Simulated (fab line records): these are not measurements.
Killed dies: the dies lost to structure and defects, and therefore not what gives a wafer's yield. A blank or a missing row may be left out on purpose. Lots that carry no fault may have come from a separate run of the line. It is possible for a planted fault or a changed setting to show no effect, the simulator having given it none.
fab line records ; flow sky130
record: lots: 6; wafers: 17; last-day: 47
route steps=708 shown SONOS_ONO@186 GATE_OXIDE@187 POLY_GATE@204 RES_PROTECT@206 PAD_OPEN@708
lots untouched by any fault: they come from a run of this same line in which no faults occurred
start-h: the number of hours between the record's first day and the start of the first shown wafer of the lot ; wait-h: time in hours since the lot's previous step ; " repeats the value in the row above ; L1.1+2: several wafers, shown together as one row ; - value missing, or start not given ; * or withheld: withheld ; < > ~ a bound
route shown NAME@n: a module of which the file shows steps, and the number in the route of the first ; usual: the fault-free wafers' mean and standard deviation ; same: alike in all rows ; chamber/n: place in a boat ; sites: the reading at each site ; _std_site: the values' standard deviation ; _edge_site: outer sites' mean less inner sites' ; radius-mm: for every site, how far away it sits from the centre of the wafer ; mask NAME#n: copy n ; behind: the last tool/chamber to shape the wafer ; hold: why the lot was held/for how many hours/how that ended ; device: which transistor (n, p or np) failed to switch ; end of line: tests of these same wafers at the route's end ; where a step has no rows: the recipe by itself ; killed: dies lost to structure and defects at the first sort, not the wafer's yield ; map: the dies of a wafer, with x for killed, . for not killed, _ for no die there
set.NAME: the setting the step ran with; set.NAME@STEP: the setting that earlier step ran with ; model.NAME: the simulator's own value behind a step, which no gauge read
certain route steps with their lots: each step a table, each wafer a row
services: when a tool's chamber went out of use (start-h, in hours from the record's first day, below 0 if earlier), for how many hours, and the reason
== steps ==
step: SKY_SONOS_ONO_WET_ETCH_18
recipe: chemistry: H3PO4; target-depth-nm: 15; target: Si3N4; temp-c: 160; time-s: 172
step: SKY_GATE_OXIDE_CLEAN_00
recipe: chemistry: SC1/SC2; mix: 1:4:20; temp-c: 70; time-s: 150; dry: n2-spin
step: SKY_GATE_OXIDE_OXIDATION_01
recipe: temp-c: 900; ambient: O2; stabilise-s: 600; purge-s: 300; target-thk-a: 102.68; ox-time-s: 1473
step: SKY_GATE_OXIDE_THK_MEAS_02
recipe: reads: SiO2_of_GATE_OXIDE_OXIDATION_01
usual: GATE_OXIDE_OXIDATION_00_THK: 10.27/0.2
lot.wafer;tool;chamber;start-h;wait-h;GATE_OXIDE_OXIDATION_00_THK[nm]
L849.2;film-metro-04;-;295.67;0.0;10.11
L849.4;film-metro-04;-;295.67;0.0;10.08
L849.6;film-metro-04;-;295.67;0.0;10.11
L851.2;film-metro-04;-;315.39;0.0;10.19
L851.4;film-metro-04;-;315.39;0.0;10.11
L851.6;film-metro-04;-;315.39;0.0;10.25
L852.2;film-metro-03;-;322.14;0.0;10.25
L852.5;film-metro-03;-;322.14;0.0;10.06
L852.6;film-metro-03;-;322.14;0.0;10.25
L853.1;film-metro-02;-;329.04;0.0;10.13
L853.5;film-metro-02;-;329.04;0.0;10.03
L853.6;film-metro-02;-;329.04;0.0;10.06
L857.1;film-metro-04;-;358.24;0.0;10.28
L857.4;film-metro-04;-;358.24;0.0;10.47
L857.6;film-metro-04;-;358.24;0.0;10.43
L858.2;film-metro-03;-;370.98;0.0;10.23
L858.4;film-metro-03;-;370.98;0.0;10.32
step: SKY_GATE_OXIDE_DEHYDRATE_03
recipe: temp-c: 200; time-s: 60
step: SKY_GATE_OXIDE_HMDS_04
recipe: prime-time-s: 60; prime-temp-c: 120
step: SKY_GATE_OXIDE_COAT_05
recipe: resist: NOVOLAK; spin-rpm: 3000; resist-thk-nm: 1140
step: SKY_GATE_OXIDE_SOFTBAKE_06
recipe: temp-c: 90; time-s: 60; resist: NOVOLAK
step: SKY_GATE_OXIDE_EXPOSE_07
recipe: mask-id: LVOM; na: 0.6; source-shape: conventional; sigma-outer: 0.6; polarization: unpolarized; target-cd-nm: 600; dose-mj: 170
step: SKY_GATE_OXIDE_PEB_08
recipe: temp-c: withheld; time-s: *; resist: NOVOLAK
step: SKY_GATE_OXIDE_DEVELOP_09
recipe: resist: NOVOLAK; developer: TMAH; develop-time-s: 60; dev-temp-c: 23
step: SKY_GATE_OXIDE_OVL_MEAS_10
usual: GATE_OXIDE_OVL: 0.3/1.6
lot.wafer;tool;chamber;start-h;wait-h;GATE_OXIDE_OVL[nm]
L849.2;overlay-01;-;321.34;0.1;0.8
L849.4;overlay-01;-;321.34;0.1;1.8
L849.6;overlay-01;-;321.34;0.1;2.8
L851.2;overlay-02;-;342.34;0.1;0.4
L851.4;overlay-02;-;342.34;0.1;-0.1
L851.6;overlay-02;-;342.34;0.1;-0.1
L852.2;overlay-02;-;348.76;0.1;-0.3
L852.5;overlay-02;-;348.76;0.1;0.3
L852.6;overlay-02;-;348.76;0.1;0.1
L853.1;overlay-02;-;355.85;0.1;-1.4
L853.5;overlay-02;-;355.85;0.1;-1.7
L853.6;overlay-02;-;355.85;0.1;-1.9
L857.1;overlay-01;-;386.44;0.1;1.3
L857.4;overlay-01;-;386.44;0.1;-0.4
L857.6;overlay-01;-;386.44;0.1;-0.7
L858.2;overlay-02;-;399.84;0.1;-1.4
L858.4;overlay-02;-;399.84;0.1;-1.6
step: SKY_GATE_OXIDE_IMPLANT_11
recipe: species: B; energy-kev: 10; dose-cm2: 2.6e+12; tilt-deg: withheld
lot.wafer;tool;chamber;start-h;wait-h
L849.2+4+6;implanter-04;0;321.40;0.0
L851.2+4+6;implanter-02;0;342.40;0.0
L852.2+5+6;implanter-02;0;348.81;0.0
L853.1+5+6;implanter-02;0;355.89;0.0
L857.1+4+6;implanter-02;0;386.47;0.0
L858.2+4;implanter-02;0;399.90;0.0
step: SKY_GATE_OXIDE_WET_ETCH_12
recipe: chemistry: dHF; target-depth-nm: 16.8; dry: n2-spin; target: SiO2; dilution: 100:1; temp-c: 25; time-s: 336
step: SKY_GATE_OXIDE_STRIP_13
recipe: chemistry: O2/N2; power-w: 1400; pressure-mtorr: 1500; platen-temp-c: withheld; o2-flow-sccm: 3000; n2-flow-sccm: 300; overash-fraction: 0.5
usual: drypump-motor-current-A: 5.7/0.42; oes-product-au: 0.716/0.0041; strip-time-to-endpoint-s: 14.18/0.042
lot.wafer;tool;chamber;start-h;wait-h;drypump-motor-current-A;oes-product-au;rf-hours-counter-h;strip-time-to-endpoint-s
L849.2;plasma-asher-03;1;321.62;0.0;5.6;0.716;51;14.19
L849.4;plasma-asher-03;0;321.62;0.0;5.7;0.717;-;14.20
L849.6;plasma-asher-03;0;321.62;0.0;5.7;0.715;-;14.19
L851.2;plasma-asher-02;1;342.63;0.0;5.1;0.722;65;14.18
L851.4;plasma-asher-02;1;342.63;0.0;5.1;0.721;-;14.12
L851.6;plasma-asher-02;1;342.63;0.0;5.1;0.711;-;14.17
L852.2;plasma-asher-02;1;349.04;0.0;5.1;0.717;66;14.17
L852.5;plasma-asher-02;0;349.04;0.0;6.3;0.720;-;14.25
L852.6;plasma-asher-02;1;349.04;0.0;5.1;0.719;-;14.14
L853.1;plasma-asher-01;0;356.14;0.0;5.3;0.715;23;14.26
L853.5;plasma-asher-01;0;356.14;0.0;5.3;0.712;-;14.24
L853.6;plasma-asher-01;1;356.14;0.0;6.2;0.716;-;14.23
L857.1;plasma-asher-01;0;386.72;0.0;5.3;0.708;26;14.12
L857.4;plasma-asher-01;0;386.72;0.0;5.3;0.716;-;14.14
L857.6;plasma-asher-01;0;386.72;0.0;5.3;0.717;-;14.08
L858.2;plasma-asher-03;0;400.12;0.0;5.7;0.713;59;14.16
L858.4;plasma-asher-03;0;400.12;0.0;5.7;0.711;-;14.13
step: SKY_GATE_OXIDE_TW_MEAS_14
usual: GATE_OXIDE_TW: 224.5/1.6
lot.wafer;tool;chamber;start-h;wait-h;GATE_OXIDE_TW
L849.2;film-metro-03;-;321.73;0.1;225.5
L849.4;film-metro-03;-;321.73;0.1;226.5
L849.6;film-metro-03;-;321.73;0.1;224.8
L851.2;film-metro-04;-;342.74;0.1;224.8
L851.4;film-metro-04;-;342.74;0.1;224.8
L851.6;film-metro-04;-;342.74;0.1;224.3
L852.2;film-metro-02;-;349.15;0.1;222.9
L852.5;film-metro-02;-;349.15;0.1;223.2
L852.6;film-metro-02;-;349.15;0.1;222.7
L853.1;film-metro-04;-;356.24;0.1;224.7
L853.5;film-metro-04;-;356.24;0.1;224.6
L853.6;film-metro-04;-;356.24;0.1;226.4
L857.1;film-metro-04;-;386.82;0.1;226.9
L857.4;film-metro-04;-;386.82;0.1;221.4
L857.6;film-metro-04;-;386.82;0.1;224.7
L858.2;film-metro-04;-;400.23;0.1;224.7
L858.4;film-metro-04;-;400.23;0.1;222.2
step: SKY_GATE_OXIDE_CLEAN_15
recipe: chemistry: SC1/SC2; mix: 1:4:20; temp-c: 70; time-s: 150; dry: n2-spin
step: SKY_GATE_OXIDE_OXIDATION_16
recipe: temp-c: 800; ambient: O2; idle-temp-c: 700; ramp-up-c-per-min: 10; ramp-down-c-per-min: 3; stabilise-s: 600; purge-s: 300; target-thk-a: 35.7; ox-time-s: 1915
step: SKY_POLY_GATE_CVD_00
recipe: material: poly-Si; target-thk-nm: 180; temp-c: 620; time-s: 720; pressure-mtorr: 200
step: SKY_POLY_GATE_THK_MEAS_01
recipe: reads: poly-Si_of_POLY_GATE_CVD_00
usual: POLY_GATE_CVD_00_THK: 179.6/1.7
lot.wafer;tool;chamber;start-h;wait-h;POLY_GATE_CVD_00_THK[nm]
L849.2;film-metro-03;-;325.63;0.0;178.2
L849.4;film-metro-03;-;325.63;0.0;178.2
L849.6;film-metro-03;-;325.63;0.0;179.0
L851.2;film-metro-02;-;346.05;0.0;177.7
L851.4;film-metro-02;-;346.05;0.0;176.6
L851.6;film-metro-02;-;346.05;0.0;177.7
L852.2;film-metro-02;-;352.45;0.0;178.6
L852.5;film-metro-02;-;352.45;0.0;179.6
L852.6;film-metro-02;-;352.45;0.0;178.9
L853.1;film-metro-03;-;360.97;0.0;178.6
L853.5;film-metro-03;-;360.97;0.0;179.4
L853.6;film-metro-03;-;360.97;0.0;179.1
L857.1;film-metro-03;-;391.50;0.0;180.3
L857.4;film-metro-03;-;391.50;0.0;180.4
L857.6;film-metro-03;-;391.50;0.0;177.7
L858.2;film-metro-01;-;404.15;0.0;181.4
L858.4;film-metro-01;-;404.15;0.0;182.7
step: SKY_RES_PROTECT_DEHYDRATE_00
recipe: temp-c: 200; time-s: 60
step: SKY_RES_PROTECT_HMDS_01
recipe: prime-time-s: 60; prime-temp-c: 120
step: SKY_RES_PROTECT_COAT_02
recipe: resist: NOVOLAK; spin-rpm: 3000; resist-thk-nm: 1140
step: SKY_RES_PROTECT_SOFTBAKE_03
recipe: temp-c: 90; time-s: 60; resist: NOVOLAK
step: SKY_RES_PROTECT_EXPOSE_04
recipe: mask-id: RPM; na: 0.6; source-shape: conventional; sigma-outer: 0.6; polarization: unpolarized; target-cd-nm: 1270; dose-mj: 131
step: SKY_RES_PROTECT_PEB_05
recipe: temp-c: withheld; time-s: *; resist: NOVOLAK
step: SKY_RES_PROTECT_DEVELOP_06
recipe: resist: NOVOLAK; developer: TMAH; develop-time-s: 60; dev-temp-c: 23
step: SKY_POLY_GATE_IMPLANT_02
recipe: species: P; energy-kev: 30; dose-cm2: 7.7e+15; tilt-deg: 0
step: SKY_RES_PROTECT_STRIP_07
recipe: chemistry: O2/N2; power-w: 1400; pressure-mtorr: 1500; platen-temp-c: withheld; o2-flow-sccm: 3000; n2-flow-sccm: 300; overash-fraction: 0.5
usual: drypump-motor-current-A: 5.5/0.36; oes-product-au: 0.518/0.0045; strip-time-to-endpoint-s: 23.29/0.046
lot.wafer;tool;chamber;start-h;wait-h;drypump-motor-current-A;oes-product-au;rf-hours-counter-h;strip-time-to-endpoint-s
L849.2;plasma-asher-04;1;352.25;0.1;5.1;0.511;66;23.28
L849.4;plasma-asher-04;0;352.25;0.1;5.2;0.522;-;23.23
L849.6;plasma-asher-04;0;352.25;0.1;5.2;0.517;-;23.22
L851.2;plasma-asher-03;1;373.80;0.1;5.6;0.514;56;23.30
L851.4;plasma-asher-03;1;373.80;0.1;5.6;0.522;-;23.33
L851.6;plasma-asher-03;1;373.80;0.1;5.6;0.522;-;23.32
L852.2;plasma-asher-03;1;380.80;0.1;5.6;0.517;57;23.31
L852.5;plasma-asher-03;1;380.80;0.1;5.6;0.523;-;23.32
L852.6;plasma-asher-03;0;380.80;0.1;5.7;0.523;-;23.29
L853.1;plasma-asher-04;0;389.74;0.1;5.3;0.519;70;23.28
L853.5;plasma-asher-04;1;389.74;0.1;5.1;0.513;-;23.22
L853.6;plasma-asher-04;0;389.74;0.1;5.2;0.521;-;23.27
L857.1;plasma-asher-04;1;420.94;0.1;5.1;0.511;73;23.27
L857.4;plasma-asher-04;1;420.94;0.1;5.1;0.516;-;23.29
L857.6;plasma-asher-04;1;420.94;0.1;5.1;0.519;-;23.29
L858.2;plasma-asher-04;1;434.20;0.1;5.1;0.523;0;23.31
L858.4;plasma-asher-04;0;434.20;0.1;5.3;0.516;-;23.27
step: SKY_RES_PROTECT_TW_MEAS_08
usual: POLY_GATE_TW: 4068/24
lot.wafer;tool;chamber;start-h;wait-h;POLY_GATE_TW
L849.2;film-metro-01;-;352.36;0.1;4085
L849.4;film-metro-01;-;352.36;0.1;4111
L849.6;film-metro-01;-;352.36;0.1;4087
L851.2;film-metro-01;-;373.91;0.1;4092
L851.4;film-metro-01;-;373.91;0.1;4087
L851.6;film-metro-01;-;373.91;0.1;4099
L852.2;film-metro-03;-;380.91;0.1;4057
L852.5;film-metro-03;-;380.91;0.1;4065
L852.6;film-metro-03;-;380.91;0.1;4074
L853.1;film-metro-01;-;389.84;0.1;4089
L853.5;film-metro-01;-;389.84;0.1;4111
L853.6;film-metro-01;-;389.84;0.1;4080
L857.1;film-metro-04;-;421.04;0.1;4005
L857.4;film-metro-04;-;421.04;0.1;4029
L857.6;film-metro-04;-;421.04;0.1;4021
L858.2;film-metro-03;-;434.31;0.1;4100
L858.4;film-metro-03;-;434.31;0.1;4101
step: SKY_RES_PROTECT_CLEAN_09
recipe: chemistry: SC1/SC2; mix: 1:4:20; temp-c: 70; time-s: 150; dry: n2-spin
step: SKY_POLY_GATE_CVD_03
recipe: material: Si3N4; precursor: DCS/NH3; target-thk-nm: 75; temp-c: 770; time-s: 1290; pressure-mtorr: 250
step: SKY_POLY_GATE_THK_MEAS_04
recipe: reads: Si3N4_of_POLY_GATE_CVD_03
usual: POLY_GATE_CVD_03_THK: 75.4/0.7
lot.wafer;tool;chamber;start-h;wait-h;POLY_GATE_CVD_03_THK[nm]
L849.2;film-metro-03;-;353.82;0.0;74.9
L849.4;film-metro-03;-;353.82;0.0;74.7
L849.6;film-metro-03;-;353.82;0.0;74.3
L851.2;film-metro-03;-;375.69;0.0;75.1
L851.4;film-metro-03;-;375.69;0.0;75.0
L851.6;film-metro-03;-;375.69;0.0;75.5
L852.2;film-metro-02;-;382.38;0.0;75.2
L852.5;film-metro-02;-;382.38;0.0;75.0
L852.6;film-metro-02;-;382.38;0.0;74.9
L853.1;film-metro-02;-;391.31;0.0;75.8
L853.5;film-metro-02;-;391.31;0.0;75.4
L853.6;film-metro-02;-;391.31;0.0;75.5
L857.1;film-metro-03;-;422.94;0.0;74.8
L857.4;film-metro-03;-;422.94;0.0;75.0
L857.6;film-metro-03;-;422.94;0.0;75.4
L858.2;film-metro-03;-;436.81;0.0;76.8
L858.4;film-metro-03;-;436.81;0.0;75.9
step: SKY_POLY_GATE_DEHYDRATE_05
recipe: temp-c: 200; time-s: 60
step: SKY_POLY_GATE_HMDS_06
recipe: prime-time-s: 60; prime-temp-c: 120
step: SKY_POLY_GATE_COAT_07
recipe: resist: BARC; temp-c: withheld; time-s: withheld; spin-rpm: 3000; resist-thk-nm: 110
step: SKY_POLY_GATE_COAT_08
recipe: resist: KrF-thick; spin-rpm: 3000; resist-thk-nm: 450
step: SKY_POLY_GATE_SOFTBAKE_09
recipe: temp-c: 100; time-s: 90; resist: KrF-thick
step: SKY_POLY_GATE_EXPOSE_10
recipe: mask-id: P1M; na: 0.68; source-shape: conventional; sigma-outer: 0.6; target-cd-nm: 150; dose-mj: 28
step: SKY_POLY_GATE_PEB_11
recipe: peb-temp-c: withheld; peb-time-s: withheld; resist: KrF-thick
step: SKY_POLY_GATE_DEVELOP_12
recipe: develop-time-s: 60; resist: KrF-thick; dev-temp-c: 21
step: SKY_POLY_GATE_CD_MEAS_13
recipe: target-cd-nm: 150
usual: cd-nm: 149.9/1.6
lot.wafer;tool;chamber;start-h;wait-h;cd-nm
L849.2;cd-sem-02;-;382.31;-;148.6
L849.4;cd-sem-02;-;382.31;-;147.7
L849.6;cd-sem-02;-;382.31;-;147.9
L851.2;cd-sem-01;-;404.46;-;148.7
L851.4;cd-sem-01;-;404.46;-;148.1
L851.6;cd-sem-01;-;404.46;-;148.9
L852.2;cd-sem-01;-;412.01;-;148.0
L852.5;cd-sem-01;-;412.01;-;149.2
L852.6;cd-sem-01;-;412.01;-;149.1
L853.1;cd-sem-02;-;421.14;-;149.0
L853.5;cd-sem-02;-;421.14;-;147.7
L853.6;cd-sem-02;-;421.14;-;147.0
L857.1;cd-sem-02;-;454.09;-;150.6
L857.4;cd-sem-02;-;454.09;-;150.9
L857.6;cd-sem-02;-;454.09;-;152.1
L858.2;cd-sem-02;-;467.46;-;152.5
L858.4;cd-sem-02;-;467.46;-;151.2
step: SKY_PAD_OPEN_PROBE_99
usual: killed_at_M0_to_M3: 43/6.5; killed_at_M4_up: 3.1/1.8; killed-at-contacts: 24/5.6; killed-at-front-end: 15/4.2; killed-at-other: 0.3/0.5; killed-dies: 86/8.9; killed-open: 47/6.9; killed-short: 39/5.9
same: gross-dies: 492; killed-at-back-side: 0
lot.wafer;tool;chamber;start-h;wait-h;killed_at_M0_to_M3;killed_at_M4_up;killed-at-contacts;killed-at-front-end;killed-at-other;killed-dies;killed-open;killed-short;model.etest.pfet_01v8_lvt.drive-ua-um;model.etest.nfet_01v8.drive-ua-um-range;model.etest.pfet_01v8.drive-ua-um-range;model.etest.pfet_01v8_mvt.drive-ua-um;model.etest.pfet_01v8_lvt.off-log10-a-um;model.etest.pfet_01v8_mvt.off-log10-a-um;model.etest.pfet_01v8.off-log10-a-um;model.etest.pfet_01v8_lvt.vt-v-range
L849.2;prober-01;-;1082.90;0.1;42;4;19;16;0;81;42;39;174.3;8.541;5.934;153.9;-8.886;-10.5;-9.467;0.0174
L849.4;prober-01;-;1083.00;0.2;41;3;21;23;0;88;47;41;179.7;7.364;7.287;159.6;-8.571;-10.03;-8.989;0.01381
L849.6;prober-01;-;1083.10;0.2;54;0;33;19;1;107;58;49;177.2;12.69;9.352;155.7;-8.931;-10.45;-9.457;0.01665
L851.2;prober-01;-;1097.03;0.1;50;7;24;12;0;93;50;42;173.9;9.227;8.116;149.3;-8.85;-10.8;-10.06;0.01658
L851.4;prober-01;-;1097.13;0.2;34;0;39;21;1;95;61;34;174.6;9.742;5.23;154.1;-8.948;-10.58;-9.726;0.01615
L851.6;prober-01;-;1097.23;0.2;37;2;26;26;0;91;53;38;176.9;5.198;7.451;153.7;-8.97;-10.66;-9.797;0.01298
L852.2;prober-01;-;1104.77;0.1;40;3;24;9;1;77;45;32;173.8;5.855;8.111;151.9;-9.042;-10.88;-9.556;0.02229
L852.5;prober-01;-;1104.92;0.2;32;2;23;16;0;73;47;26;173.4;8.453;8.152;151.4;-9.01;-10.85;-9.664;0.01934
L852.6;prober-01;-;1104.97;0.2;38;2;25;16;0;81;41;40;173.5;7.078;7.606;151.6;-9.05;-10.75;-9.799;0.01632
L853.1;prober-02;-;1109.93;0.1;52;3;21;23;0;99;58;41;173.4;8.126;8.186;151.7;-8.7;-10.74;-9.344;0.01204
L853.5;prober-02;-;1110.13;0.2;39;2;18;22;0;81;41;40;173.2;8.47;8.904;150.5;-8.951;-10.65;-9.894;0.01587
L853.6;prober-02;-;1110.18;0.2;41;4;25;10;0;80;41;39;172.4;10.55;5.569;150.3;-8.789;-10.66;-9.719;0.009131
L857.1;prober-02;-;1129.39;0.1;39;1;19;17;0;76;42;34;176;13.6;5.567;157.7;-9.162;-10.35;-9.131;0.01213
L857.4;prober-02;-;1129.54;0.2;42;4;21;19;0;86;41;45;161.8;15.69;14.5;148.3;-10.3;-10.9;-9.763;0.1104
L857.6;prober-02;-;1129.64;0.2;39;7;23;16;1;86;45;41;174.8;9.572;8.978;158.6;-9.215;-10.08;-8.939;0.01398
L858.2;prober-01;-;1136.65;0.1;51;3;30;17;0;101;53;48;176.6;6.031;4.429;150.7;-9.207;-11.04;-10.08;0.01469
L858.4;prober-01;-;1136.75;0.2;36;1;26;21;1;85;45;40;162;12.94;8.194;139.7;-10.1;-11.82;-10.88;0.1097
killed by level:class
L849.2 VIA1:geometric-particle:open=10 CONTACT:geometric-particle:open=8 VIA2:geometric-particle:open=7 VIA1:geometric-particle:short=6 METAL2:geometric-particle:short=6 FIELD_ISO:geometric-particle:short=4 METAL1:geometric-particle:short=4 FIELD_ISO:geometric-particle:open=3
L849.4 LI_CONTACT:geometric-particle:open=9 VIA1:geometric-particle:short=9 VIA1:geometric-particle:open=9 FIELD_ISO:geometric-particle:short=8 CONTACT:geometric-particle:open=6 VIA2:geometric-particle:open=5 FIELD_ISO:geometric-particle:open=4 LOCAL_INTERCONNECT:geometric-particle:short=4
L849.6 VIA1:geometric-particle:open=11 LI_CONTACT:geometric-particle:open=11 METAL2:geometric-particle:short=9 CONTACT:geometric-particle:open=9 CONTACT:geometric-particle:short=8 VIA2:geometric-particle:open=8 FIELD_ISO:geometric-particle:open=6 METAL1:geometric-particle:short=6
L851.2 VIA1:geometric-particle:open=14 CONTACT:geometric-particle:open=11 METAL2:geometric-particle:short=8 LI_CONTACT:geometric-particle:open=6 METAL4:geometric-particle:short=6 VIA1:geometric-particle:short=5 VIA2:geometric-particle:open=5 CONTACT:geometric-particle:short=4
L851.4 CONTACT:geometric-particle:open=17 LI_CONTACT:geometric-particle:open=11 VIA1:geometric-particle:open=8 VIA3:geometric-particle:open=7 POLY_GATE:geometric-particle:open=5 LOCAL_INTERCONNECT:geometric-particle:short=5 POLY_GATE:geometric-particle:short=4 LI_CONTACT:geometric-particle:short=4
L851.6 VIA1:geometric-particle:open=12 CONTACT:geometric-particle:open=8 LI_CONTACT:geometric-particle:open=6 FIELD_ISO:geometric-particle:open=5 VIA2:geometric-particle:open=5 FIELD_ISO:geometric-particle:short=4 POLY_GATE:geometric-particle:open=4 SPACER:geometric-particle:short=4
L852.2 LI_CONTACT:geometric-particle:open=13 VIA1:geometric-particle:open=8 CONTACT:geometric-particle:open=6 VIA3:geometric-particle:open=6 VIA2:geometric-particle:short=5 METAL1:geometric-particle:short=4 LI_CONTACT:geometric-particle:short=3 METAL2:geometric-particle:short=3
L852.5 VIA3:geometric-particle:open=10 LI_CONTACT:geometric-particle:open=7 FIELD_ISO:geometric-particle:open=6 CONTACT:geometric-particle:open=6 VIA2:geometric-particle:open=6 LI_CONTACT:geometric-particle:short=4 METAL1:geometric-particle:short=4 VIA1:geometric-particle:open=4
L852.6 LI_CONTACT:geometric-particle:open=9 VIA1:geometric-particle:open=7 VIA2:geometric-particle:open=7 FIELD_ISO:geometric-particle:short=6 VIA3:geometric-particle:short=6 FIELD_ISO:geometric-particle:open=5 CONTACT:geometric-particle:open=5 METAL2:geometric-particle:short=4
L853.1 VIA1:geometric-particle:open=13 LI_CONTACT:geometric-particle:open=12 VIA1:geometric-particle:short=8 VIA2:geometric-particle:open=6 FIELD_ISO:geometric-particle:open=5 FIELD_ISO:geometric-particle:short=5 CONTACT:geometric-particle:open=5 METAL1:geometric-particle:short=5
L853.5 VIA2:geometric-particle:open=9 FIELD_ISO:geometric-particle:short=8 LI_CONTACT:geometric-particle:open=8 METAL3:geometric-particle:short=5 CONTACT:geometric-particle:open=5 METAL1:geometric-particle:short=5 VIA1:geometric-particle:open=5 VIA1:geometric-particle:short=4
L853.6 VIA1:geometric-particle:open=11 LI_CONTACT:geometric-particle:open=8 LOCAL_INTERCONNECT:geometric-particle:short=6 VIA2:geometric-particle:open=5 CONTACT:geometric-particle:short=5 CONTACT:geometric-particle:open=5 POLY_GATE:geometric-particle:open=4 VIA3:geometric-particle:open=4
L857.1 VIA1:geometric-particle:open=12 FIELD_ISO:geometric-particle:short=7 METAL2:geometric-particle:short=7 LI_CONTACT:geometric-particle:open=6 CONTACT:geometric-particle:open=6 VIA3:geometric-particle:open=6 POLY_GATE:geometric-particle:open=4 VIA3:geometric-particle:short=3
L857.4 METAL1:geometric-particle:short=9 CONTACT:geometric-particle:open=7 VIA1:geometric-particle:open=7 FIELD_ISO:geometric-particle:open=6 METAL2:geometric-particle:short=6 LI_CONTACT:geometric-particle:short=5 FIELD_ISO:geometric-particle:short=4 LOCAL_INTERCONNECT:geometric-particle:short=4
L857.6 CONTACT:geometric-particle:open=11 VIA3:geometric-particle:open=8 FIELD_ISO:geometric-particle:short=7 VIA1:geometric-particle:open=7 METAL2:geometric-particle:short=5 METAL4:geometric-particle:short=5 FIELD_ISO:geometric-particle:open=4 LI_CONTACT:geometric-particle:short=4
L858.2 CONTACT:geometric-particle:open=16 POLY_GATE:geometric-particle:open=9 VIA2:geometric-particle:short=9 VIA1:geometric-particle:short=7 VIA3:geometric-particle:open=7 LI_CONTACT:geometric-particle:short=6 METAL2:geometric-particle:short=6 VIA2:geometric-particle:open=6
L858.4 VIA2:geometric-particle:open=11 CONTACT:geometric-particle:open=6 CONTACT:geometric-particle:short=5 POLY_GATE:geometric-particle:short=5 POLY_GATE:geometric-particle:open=5 LI_CONTACT:geometric-particle:open=5 LOCAL_INTERCONNECT:geometric-particle:short=5 FIELD_ISO:geometric-particle:open=4
== services ==
tool;chamber;start-h;hours;kind
plasma-asher-02;-;298.87;1.3;repair
plasma-asher-04;-;337.42;14.6;pm
implanter-04;-;383.39;1.9;repair
plasma-asher-02;-;389.29;1.5;repair
implanter-04;-;408.07;2.4;pm
plasma-asher-04;-;421.25;9.0;pm
plasma-asher-04;0;421.25;9.0;vent-cycle
plasma-asher-04;1;421.25;9.0;vent-cycle
plasma-asher-04;0;430.25;-;clean
plasma-asher-04;1;430.25;-;clean
== key ==
first-sign none at tools or gauges
model-effect: step: SKY_PAD_OPEN_PROBE_99; value: etest.pfet_01v8_lvt.drive-ua-um; without: 172; struck: 161.9
met-at SKY_GATE_OXIDE_IMPLANT_11
struck-wafers L857.4,L858.4
tester-left-out L857,L858
onset-between 355.89 386.47
fault: kind: process-parameter-drift; tool: implanter-02; chamber: -; onset-h: 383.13; steps: SKY_GATE_OXIDE_IMPLANT_11; channel: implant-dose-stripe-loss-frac; offset: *; shape: step; end-h: 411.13; scope: struck-wafers-only
tester-left-out: of these lots the tester's yield and bins aren't shown, on N5 and GAA mostly nor the transistor test; their killed dies are dies lost to structure and defects alone, not to doping, threshold or leakage, so they don't give the yield
